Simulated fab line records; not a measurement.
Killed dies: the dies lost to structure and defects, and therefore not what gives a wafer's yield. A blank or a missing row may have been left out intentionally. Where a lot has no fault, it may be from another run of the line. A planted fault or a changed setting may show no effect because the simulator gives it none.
fab line records | flow sky130
[record] lots = 6 | wafers = 18 | lastDay = 50
route steps=708 shown SD_N@350 SD_P@359 RES_XHIGH@360 SALICIDE@361 LI_CONTACT@362 PAD_OPEN@708
lots that met no fault: taken from a fault-free run of the same line
startH: start of the lot's first displayed wafer, in hours after the record's first day | waitH: hours since the lot's step before | " the same as in the row above | L1.1+2: a single row standing in for several wafers | - no value, or no start given | * or withheld: withheld | < > ~ a bound
route shown NAME@n: names a module that has steps shown in the file, with the first one's number in the route | usual: the fault-free wafers' mean and standard deviation | same: alike in all rows | chamber/n: place in a boat | sites: readings site by site | _std_site: standard deviation of those values | _edge_site: inner sites' mean taken away from outer sites' mean | radiusMm: how far each site lies from the wafer's centre | mask NAME#n: copy n | behind: the tool/chamber that last shaped the wafer | hold: reason for holding the lot/hours on hold/outcome of the hold | device: whichever transistor did not switch (one of n, p or np) | end of line: the same wafers' tests at the end of the route | a step given without rows: its recipe and nothing more | killed: dies that structure and defects cost at the first sort, which is not the same as the wafer's yield | map: shows each die of a wafer: x if killed, . if not, _ if none is there
set.NAME: the run value of the setting; set.NAME@STEP: its run value at that earlier step | model.NAME: the simulator's own value behind a step, which no gauge read
certain route steps with their lots: each step a table, each wafer a row
services: the hour from which a tool's chamber was out of use, counted from the record's first day as startH (under 0 if before that day), plus the number of hours and why
[[steps]]
[step SKY_SD_N_OVL_MEAS_08]
[usual] SD_N_OVL = -0.5/1.4
lot.wafer | tool       | chamber | startH | waitH | SD_N_OVL[nm]
L292.3    | overlay-01 | -       | 681.47 | 0.1   | 1.0
L292.4    | "          | -       | "      | "     | -1.5
L292.5    | "          | -       | "      | "     | -3.1
L298.2    | overlay-02 | -       | 715.38 | 0.1   | 0.8
L298.3    | "          | -       | "      | "     | 0.6
L298.6    | "          | -       | "      | "     | 0.7
L299.2    | overlay-01 | -       | 719.27 | 0.1   | -0.2
L299.3    | "          | -       | "      | "     | 1.5
L299.4    | "          | -       | "      | "     | 1.3
L307.1    | overlay-01 | -       | 784.07 | 0.1   | -1.4
L307.4    | "          | -       | "      | "     | -0.9
L307.6    | "          | -       | "      | "     | -1.2
L310.1    | overlay-01 | -       | 806.46 | 0.1   | -0.4
L310.2    | "          | -       | "      | "     | -1.0
L310.5    | "          | -       | "      | "     | 0.4
L312.1    | overlay-02 | -       | 852.14 | 0.1   | 0.8
L312.2    | "          | -       | "      | "     | 0.8
L312.4    | "          | -       | "      | "     | 0.2
[step SKY_SD_N_IMPLANT_09]
[recipe] species = As | energyKev = 50 | doseCm2 = 4e+15 | tiltDeg = 0
[step SKY_SD_N_IMPLANT_10]
[recipe] species = P | energyKev = 19.84 | doseCm2 = 1e+14 | tiltDeg = 0
[step SKY_SD_N_STRIP_11]
[recipe] chemistry = O2/N2 | powerW = 1400 | pressureMtorr = 1500 | platenTempC = withheld | o2FlowSccm = 3000 | n2FlowSccm = 300 | overashFraction = 0.5
[usual] drypumpMotorCurrentA = 5.7/0.41 | o2FlowSccm = 3000/9.2 | oesProductAu = 0.528/0.005 | stripTimeToEndpointS = 22.55/0.043
lot.wafer | tool           | chamber | startH | waitH | drypumpMotorCurrentA | o2FlowSccm | oesProductAu | rfHoursCounterH | stripTimeToEndpointS
L292.3    | plasmaAsher-04 | 0       | 681.83 | 0.1   | 5.8                  | 3010       | 0.534        | -               | 22.59
L292.4    | "              | 1       | "      | "     | 4.9                  | 3005       | 0.532        | -               | 22.56
L292.5    | "              | 0       | "      | "     | 5.8                  | 2998       | 0.535        | -               | 22.61
L298.2    | plasmaAsher-02 | 0       | 715.71 | 0.1   | 5.8                  | 3003       | 0.528        | 61              | 22.50
L298.3    | "              | 0       | "      | "     | 5.7                  | 3003       | 0.523        | -               | 22.50
L298.6    | "              | 0       | "      | "     | 5.8                  | 2998       | 0.529        | -               | 22.54
L299.2    | plasmaAsher-04 | 0       | 719.60 | 0.1   | 5.8                  | 3010       | 0.535        | 29              | 22.48
L299.3    | "              | 1       | "      | "     | 4.9                  | 3010       | 0.527        | -               | 22.52
L299.4    | "              | 0       | "      | "     | 5.8                  | 2994       | 0.529        | -               | 22.47
L307.1    | plasmaAsher-02 | 1       | 784.41 | 0.1   | 6.1                  | 2992       | 0.528        | 68              | 22.48
L307.4    | "              | 1       | "      | "     | 6.1                  | 2980       | 0.525        | -               | 22.55
L307.6    | "              | 0       | "      | "     | 5.7                  | 3012       | 0.521        | -               | 22.55
L310.1    | plasmaAsher-01 | 1       | 806.80 | 0.1   | 5.6                  | 3009       | 0.527        | 95              | 22.51
L310.2    | "              | 0       | "      | "     | 6.2                  | 3015       | 0.528        | 95              | 22.58
L310.5    | "              | 1       | "      | "     | 5.6                  | 3005       | 0.533        | -               | 22.55
L312.1    | plasmaAsher-01 | 1       | 852.48 | 0.1   | 5.6                  | 2988       | 0.532        | 100             | 22.60
L312.2    | "              | 0       | "      | "     | 6.2                  | 2998       | 0.527        | 100             | 22.60
L312.4    | "              | 1       | "      | "     | 5.6                  | 3004       | 0.529        | -               | 22.62
[step SKY_SD_N_TW_MEAS_12]
[usual] SD_N_TW = 3971/42
lot.wafer | tool         | chamber | startH | waitH | SD_N_TW
L292.3    | filmMetro-01 | -       | 681.92 | 0.1   | 3956
L292.4    | "            | -       | "      | "     | 3934
L292.5    | "            | -       | "      | "     | 3944
L298.2    | filmMetro-04 | -       | 715.82 | 0.1   | 4047
L298.3    | "            | -       | "      | "     | 4036
L298.6    | "            | -       | "      | "     | 4032
L299.2    | filmMetro-02 | -       | 719.71 | 0.1   | 3969
L299.3    | "            | -       | "      | "     | 4003
L299.4    | "            | -       | "      | "     | 3988
L307.1    | filmMetro-01 | -       | 784.51 | 0.1   | 3933
L307.4    | "            | -       | "      | "     | 3928
L307.6    | "            | -       | "      | "     | 3920
L310.1    | filmMetro-01 | -       | 806.90 | 0.1   | 3946
L310.2    | "            | -       | "      | "     | 3919
L310.5    | "            | -       | "      | "     | 3918
L312.1    | filmMetro-01 | -       | 852.58 | 0.1   | 3951
L312.2    | "            | -       | "      | "     | 3936
L312.4    | "            | -       | "      | "     | 3935
[step SKY_SD_N_CLEAN_13]
[recipe] chemistry = SC1/SC2 | mix = 1:4:20 | tempC = 70 | timeS = 150 | dry = n2Spin
[step SKY_SD_N_RTA_14]
[recipe] tempC = 1075 | timeS = 2 | idleTempC = 650 | rampUpCPerS = 150 | rampDownCPerS = 90 | ambient = N2
[usual] annealTempCMax = 1080.2/2 | lampPowerPct = 15.74/0.059 | wafer_temp_C_max = 1078.0/1.3
[same] timeS = 2
lot.wafer | tool         | chamber | startH | waitH | annealTempCMax | lampPowerPct | wafer_temp_C_max
L292.3    | rtpAnneal-01 | 0       | 682.08 | 0.0   | 1081.7         | 15.71        | 1078.3
L292.4    | "            | 0       | "      | "     | 1083.2         | 15.71        | 1077.1
L292.5    | "            | 0       | "      | "     | 1080.0         | 15.78        | 1079.4
L298.2    | rtpAnneal-01 | 0       | 715.93 | 0.0   | 1082.3         | 15.74        | 1080.2
L298.3    | "            | 0       | "      | "     | 1081.4         | 15.67        | 1078.3
L298.6    | "            | 0       | "      | "     | 1080.2         | 15.71        | 1077.6
L299.2    | rtpAnneal-02 | 0       | 719.82 | 0.0   | 1079.3         | 15.83        | 1079.2
L299.3    | "            | 0       | "      | "     | 1080.2         | 15.86        | 1081.1
L299.4    | "            | 0       | "      | "     | 1077.8         | 15.72        | 1075.8
L307.1    | rtpAnneal-02 | 0       | 784.62 | 0.0   | 1078.6         | 15.84        | 1077.1
L307.4    | "            | 0       | "      | "     | 1079.0         | 15.69        | 1077.1
L307.6    | "            | 0       | "      | "     | 1080.3         | 15.76        | 1077.0
L310.1    | rtpAnneal-01 | 0       | 807.02 | 0.0   | 1080.8         | 15.81        | 1078.0
L310.2    | "            | 0       | "      | "     | 1079.1         | 15.71        | 1079.9
L310.5    | "            | 0       | "      | "     | 1081.6         | 15.72        | 1078.1
L312.1    | rtpAnneal-02 | 0       | 852.69 | 0.0   | 1077.7         | 15.72        | 1079.2
L312.2    | "            | 0       | "      | "     | 1077.2         | 15.82        | 1078.4
L312.4    | "            | 0       | "      | "     | 1077.9         | 15.75        | 1079.9
[step SKY_SD_N_RS_MEAS_16]
[recipe] thkMeasGauge = four-point-probe
[usual] SD_N_RS = 68.59/0.16
lot.wafer | tool         | chamber | startH | waitH | SD_N_RS[ohm/sq]
L292.3    | filmMetro-02 | -       | 682.27 | 0.1   | 68.44
L292.4    | "            | -       | "      | "     | 68.35
L292.5    | "            | -       | "      | "     | 68.52
L298.2    | filmMetro-02 | -       | 716.11 | 0.1   | 68.50
L298.3    | "            | -       | "      | "     | 68.46
L298.6    | "            | -       | "      | "     | 68.45
L299.2    | filmMetro-04 | -       | 720.01 | 0.1   | 68.59
L299.3    | "            | -       | "      | "     | 68.61
L299.4    | "            | -       | "      | "     | 68.59
L307.1    | filmMetro-02 | -       | 784.80 | 0.1   | 68.36
L307.4    | "            | -       | "      | "     | 68.43
L307.6    | "            | -       | "      | "     | 68.23
L310.1    | filmMetro-02 | -       | 807.19 | 0.1   | 68.40
L310.2    | "            | -       | "      | "     | 68.48
L310.5    | "            | -       | "      | "     | 68.48
L312.1    | filmMetro-04 | -       | 852.86 | 0.1   | 68.57
L312.2    | "            | -       | "      | "     | 68.75
L312.4    | "            | -       | "      | "     | 68.59
[step SKY_SD_N_RS_MEAS_17]
[recipe] thkMeasGauge = four-point-probe
[usual] SD_P_RS = 146.9/0.43
lot.wafer | tool         | chamber | startH | waitH | SD_P_RS[ohm/sq]
L292.3    | filmMetro-02 | -       | 682.39 | 0.1   | 146.7
L292.4    | "            | -       | "      | "     | 146.4
L292.5    | "            | -       | "      | "     | 146.6
L298.2    | filmMetro-02 | -       | 716.23 | 0.1   | 146.5
L298.3    | "            | -       | "      | "     | 146.6
L298.6    | "            | -       | "      | "     | 146.5
L299.2    | filmMetro-04 | -       | 720.13 | 0.1   | 146.6
L299.3    | "            | -       | "      | "     | 147.2
L299.4    | "            | -       | "      | "     | 147.0
L307.1    | filmMetro-02 | -       | 784.92 | 0.1   | 146.7
L307.4    | "            | -       | "      | "     | 146.0
L307.6    | "            | -       | "      | "     | 146.0
L310.1    | filmMetro-02 | -       | 807.31 | 0.1   | 146.8
L310.2    | "            | -       | "      | "     | 146.5
L310.5    | "            | -       | "      | "     | 146.7
L312.1    | filmMetro-04 | -       | 852.98 | 0.1   | 146.5
L312.2    | "            | -       | "      | "     | 146.7
L312.4    | "            | -       | "      | "     | 146.8
[step SKY_SD_N_RS_MEAS_18]
[recipe] thkMeasGauge = four-point-probe
[usual] RES_XHIGH_RS = 330.7/1.1
lot.wafer | tool         | chamber | startH | waitH | RES_XHIGH_RS[ohm/sq]
L292.3    | filmMetro-02 | -       | 682.51 | 0.1   | 328.9
L292.4    | "            | -       | "      | "     | 330.3
L292.5    | "            | -       | "      | "     | 329.8
L298.2    | filmMetro-02 | -       | 716.35 | 0.1   | 330.7
L298.3    | "            | -       | "      | "     | 329.2
L298.6    | "            | -       | "      | "     | 329.9
L299.2    | filmMetro-04 | -       | 720.25 | 0.1   | 330.0
L299.3    | "            | -       | "      | "     | 330.2
L299.4    | "            | -       | "      | "     | 331.2
L307.1    | filmMetro-02 | -       | 785.04 | 0.1   | 328.7
L307.4    | "            | -       | "      | "     | 329.8
L307.6    | "            | -       | "      | "     | 329.2
L310.1    | filmMetro-02 | -       | 807.43 | 0.1   | 328.7
L310.2    | "            | -       | "      | "     | 328.9
L310.5    | "            | -       | "      | "     | 328.7
L312.1    | filmMetro-04 | -       | 853.10 | 0.1   | 332.5
L312.2    | "            | -       | "      | "     | 331.4
L312.4    | "            | -       | "      | "     | 331.7
[step SKY_SALICIDE_CLEAN_00]
[recipe] chemistry = HF-last | timeS = 30 | dilution = 100:1 | dry = ipaMarangoni
[step SKY_LI_CONTACT_HDPCVD_00]
[recipe] material = PSG | targetThkNm = 930 | sigmaOpenFrac = 0.3 | timeS = 155 | tempC = 600 | sih4FlowSccm = 60 | pressureMtorr = 6
[usual] sih4FlowSccm = 60.00/0.17
[same] timeS = 155
lot.wafer | tool      | chamber | startH | waitH | sih4FlowSccm | model.PSG_of_LI_CONTACT_HDPCVD_00.thkNm
L292.3    | hdpcvd-02 | 0       | 682.61 | 0.0   | 59.58        | 931.8
L292.4    | "         | 0       | "      | "     | 59.84        | 943
L292.5    | "         | 2       | "      | "     | 60.13        | 929.5
L298.2    | hdpcvd-01 | 2       | 716.47 | 0.0   | 71.84        | 1113
L298.3    | "         | 0       | "      | "     | 60.05        | 932.7
L298.6    | "         | 2       | "      | "     | 71.81        | 1118
L299.2    | hdpcvd-01 | 1       | 720.36 | 0.0   | 59.70        | 924
L299.3    | "         | 2       | "      | "     | 71.94        | 1120
L299.4    | "         | 1       | "      | "     | 60.02        | 935.5
L307.1    | hdpcvd-01 | 2       | 785.17 | 0.0   | 59.96        | 923
L307.4    | "         | 2       | "      | "     | 59.96        | 919.6
L307.6    | "         | 0       | "      | "     | 60.20        | 922.8
L310.1    | hdpcvd-02 | 0       | 807.57 | 0.0   | 60.32        | 933.6
L310.2    | "         | 1       | "      | "     | 60.23        | 926.3
L310.5    | "         | 2       | "      | "     | 60.00        | 929.7
L312.1    | hdpcvd-02 | 0       | 853.24 | 0.0   | 60.06        | 934.6
L312.2    | "         | 1       | "      | "     | 59.80        | 931
L312.4    | "         | 0       | "      | "     | 60.04        | 934
[step SKY_LI_CONTACT_THK_MEAS_01]
[recipe] reads = PSG_of_LI_CONTACT_HDPCVD_00
[usual] LI_CONTACT_HDPCVD_THK = 928/8.9
lot.wafer | tool         | chamber | startH | waitH | LI_CONTACT_HDPCVD_THK[nm]
L292.3    | filmMetro-04 | -       | 682.73 | 0.1   | 932
L292.4    | "            | -       | "      | "     | 942
L292.5    | "            | -       | "      | "     | 930
L298.2    | filmMetro-02 | -       | 716.58 | 0.1   | 1113
L298.3    | "            | -       | "      | "     | 933
L298.6    | "            | -       | "      | "     | 1119
L299.2    | filmMetro-01 | -       | 720.48 | 0.1   | 924
L299.3    | "            | -       | "      | "     | 1121
L299.4    | "            | -       | "      | "     | 935
L307.1    | filmMetro-01 | -       | 785.28 | 0.1   | 923
L307.4    | "            | -       | "      | "     | 920
L307.6    | "            | -       | "      | "     | 923
L310.1    | filmMetro-02 | -       | 807.67 | 0.1   | 933
L310.2    | "            | -       | "      | "     | 927
L310.5    | "            | -       | "      | "     | 930
L312.1    | filmMetro-04 | -       | 853.39 | 0.1   | 934
L312.2    | "            | -       | "      | "     | 931
L312.4    | "            | -       | "      | "     | 934
[step SKY_LI_CONTACT_CMP_02]
[recipe] material = PSG | downForcePsi = 4 | platenRpm = 60 | padVelocityMS = 0.94248
[usual] motorCurrentA = 12.3/1.1 | retainingRingPressureFrac = 1.000/0.0048 | timeToEndpointS = 33.3/2.1
lot.wafer | tool   | chamber | startH | waitH | motorCurrentA | retainingRingPressureFrac | timeToEndpointS
L292.3    | cmp-01 | 2       | 682.77 | 0.0   | 12.9          | 1.003                     | 36.4
L292.4    | "      | 1       | "      | "     | 13.6          | 1.000                     | 35.8
L292.5    | "      | 2       | "      | "     | 13.1          | 1.005                     | 34.0
L298.3    | cmp-01 | 1       | 716.73 | 0.1   | 13.2          | 0.998                     | 35.8
L298.2    | "      | 2       | "      | "     | 14.1          | 1.002                     | 51.9
L298.6    | "      | 0       | "      | "     | 11.8          | 0.998                     | 53.1
L299.4    | cmp-01 | 3       | 720.53 | 0.0   | 11.2          | 1.003                     | 32.7
L299.2    | "      | 0       | "      | "     | 11.4          | 0.997                     | 31.3
L299.3    | "      | 1       | "      | "     | 14.6          | 1.004                     | 51.6
L307.4    | cmp-02 | 3       | 785.39 | 0.1   | 13.5          | 1.007                     | 31.0
L307.1    | "      | 0       | "      | "     | 12.7          | 1.001                     | 33.7
L307.6    | "      | 2       | "      | "     | 13.3          | 0.998                     | 31.2
L310.2    | cmp-02 | 2       | 807.83 | 0.1   | 12.2          | 1.001                     | 33.0
L310.1    | "      | 3       | "      | "     | 13.1          | 0.997                     | 33.4
L310.5    | "      | 1       | "      | "     | 11.0          | 1.000                     | 34.7
L312.4    | cmp-02 | 2       | 853.45 | 0.0   | 12.9          | 1.001                     | 33.7
L312.1    | "      | 3       | "      | "     | 13.2          | 1.005                     | 33.8
L312.2    | "      | 0       | "      | "     | 12.1          | 1.010                     | 34.3
[step SKY_LI_CONTACT_BOW_MEAS_03]
[recipe] mode = bow
[usual] LI_CONTACT_BOW = 54/7
lot.wafer | tool         | chamber | startH | waitH | LI_CONTACT_BOW[um]
L292.3    | filmMetro-01 | -       | 683.11 | 0.3   | 55
L292.4    | "            | -       | "      | "     | 51
L292.5    | "            | -       | "      | "     | 77
L298.2    | filmMetro-01 | -       | 716.95 | 0.1   | 61
L298.3    | "            | -       | "      | "     | 55
L298.6    | "            | -       | "      | "     | 53
L299.2    | filmMetro-04 | -       | 720.85 | 0.2   | 61
L299.3    | "            | -       | "      | "     | 51
L299.4    | "            | -       | "      | "     | 54
L307.1    | filmMetro-01 | -       | 785.64 | 0.1   | 44
L307.4    | "            | -       | "      | "     | 47
L307.6    | "            | -       | "      | "     | 64
L310.1    | filmMetro-04 | -       | 808.03 | 0.1   | 44
L310.2    | "            | -       | "      | "     | 50
L310.5    | "            | -       | "      | "     | 62
L312.1    | filmMetro-02 | -       | 853.75 | 0.2   | 54
L312.2    | "            | -       | "      | "     | 65
L312.4    | "            | -       | "      | "     | 51
[step SKY_PAD_OPEN_PROBE_99]
[usual] killed_at_M0_to_M3 = 45/7.9 | killed_at_M4_up = 2.9/1.8 | killedAtContacts = 25/5.5 | killedAtFrontEnd = 16/4.4 | killedAtOther = 0.3/0.58 | killedDies = 89/9.4 | killedOpen = 49/6.8 | killedShort = 40/6.3
[same] grossDies = 492 | killedAtBackSide = 0
lot.wafer | tool      | chamber | startH  | waitH | killed_at_M0_to_M3 | killed_at_M4_up | killedAtContacts | killedAtFrontEnd | killedAtOther | killedDies | killedOpen | killedShort
L292.3    | prober-01 | -       | 1097.69 | 0.2   | 49                 | 3               | 22               | 21               | 0             | 95         | 51         | 42
L292.4    | prober-01 | -       | 1097.74 | 0.2   | 46                 | 2               | 20               | 13               | 0             | 81         | 47         | 34
L292.5    | prober-01 | -       | 1097.79 | 0.2   | 42                 | 5               | 25               | 15               | 1             | 88         | 48         | 40
// killed by level:class
L292.3 VIA2:geometricParticle:open=12 VIA1:geometricParticle:open=9 CONTACT:geometricParticle:open=9 POLY_GATE:geometricParticle:open=6 LI_CONTACT:geometricParticle:open=6 METAL2:geometricParticle:short=6 VIA1:geometricParticle:short=5 POLY_GATE:geometricParticle:short=5
L292.4 VIA1:geometricParticle:open=9 CONTACT:geometricParticle:open=8 LI_CONTACT:geometricParticle:open=7 VIA2:geometricParticle:open=6 VIA2:geometricParticle:short=5 METAL1:geometricParticle:short=5 VIA1:geometricParticle:short=5 VIA3:geometricParticle:open=5
L292.5 VIA1:geometricParticle:open=14 CONTACT:geometricParticle:open=9 LI_CONTACT:geometricParticle:open=5 CONTACT:geometricParticle:short=5 VIA2:geometricParticle:open=5 FIELD_ISO:geometricParticle:short=4 LI_CONTACT:geometricParticle:short=4 METAL1:geometricParticle:short=4
[[services]]
tool           | chamber | startH | hours | kind
plasmaAsher-04 | -       | 662.79 | 4.9   | repair
cmp-02         | -       | 663.02 | 1.0   | repair
hdpcvd-01      | 0       | 672.54 | 2.7   | repair
cmp-01         | -       | 684.13 | 0.7   | repair
hdpcvd-02      | -       | 691.97 | 6.0   | pm
hdpcvd-01      | 1       | 696.69 | 5.5   | repair
hdpcvd-02      | -       | 701.59 | 0.4   | repair
cmp-02         | -       | 717.35 | 4.5   | pm
cmp-02         | -       | 735.13 | 5.7   | pm
cmp-01         | -       | 737.94 | 1.7   | repair
cmp-02         | -       | 745.24 | 4.0   | pm
cmp-02         | -       | 757.26 | 14.4  | pm
hdpcvd-01      | -       | 775.31 | 0.3   | repair
cmp-02         | -       | 794.43 | 1.6   | repair
cmp-01         | -       | 796.01 | 6.2   | pm
hdpcvd-02      | 1       | 800.60 | 2.2   | repair
cmp-01         | -       | 809.56 | 2.5   | repair
hdpcvd-01      | 1       | 810.79 | 4.9   | repair
cmp-01         | -       | 812.01 | 4.8   | pm
hdpcvd-01      | -       | 814.59 | 2.8   | repair
rtpAnneal-02   | -       | 832.47 | 4.2   | pm
cmp-01         | -       | 836.27 | 0.3   | repair
cmp-01         | -       | 848.59 | 3.6   | repair
hdpcvd-02      | 2       | 848.98 | 9.7   | repair
[[key]]
[firstSign] step = SKY_LI_CONTACT_HDPCVD_00 | reading = sih4FlowSccm | direction = up | sigmas = 69 | usual = 60.00 | struck = 71.86
[effect] step = SKY_LI_CONTACT_THK_MEAS_01 | reading = LI_CONTACT_HDPCVD_THK | direction = up | sigmas = 21 | usual = 928 | struck = 1118
[effect] step = SKY_LI_CONTACT_CMP_02 | reading = timeToEndpointS | direction = up | sigmas = 9 | usual = * | struck = *
[modelEffect] step = SKY_LI_CONTACT_HDPCVD_00 | value = PSG_of_LI_CONTACT_HDPCVD_00.thkNm | without = 931.2 | struck = 1117
metAt SKY_LI_CONTACT_HDPCVD_00
struckWafers L298.2,L298.6,L299.3
testerLeftOut L298,L299
[fault] kind = processParameterDrift | tool = hdpcvd-01 | chamber = 2 | onsetH = 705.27 | steps = SKY_LI_CONTACT_HDPCVD_00 | channel = sih4FlowSccm | offset = 12 | shape = step | endH = 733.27 | actsIn = theseRecipesOnly | stated = 60
// testerLeftOut: of these lots the tester's yield and bins aren't shown, on N5 and GAA mostly nor the transistor test; their killed dies are dies lost to structure and defects alone, not to doping, threshold or leakage, so they don't give the yield
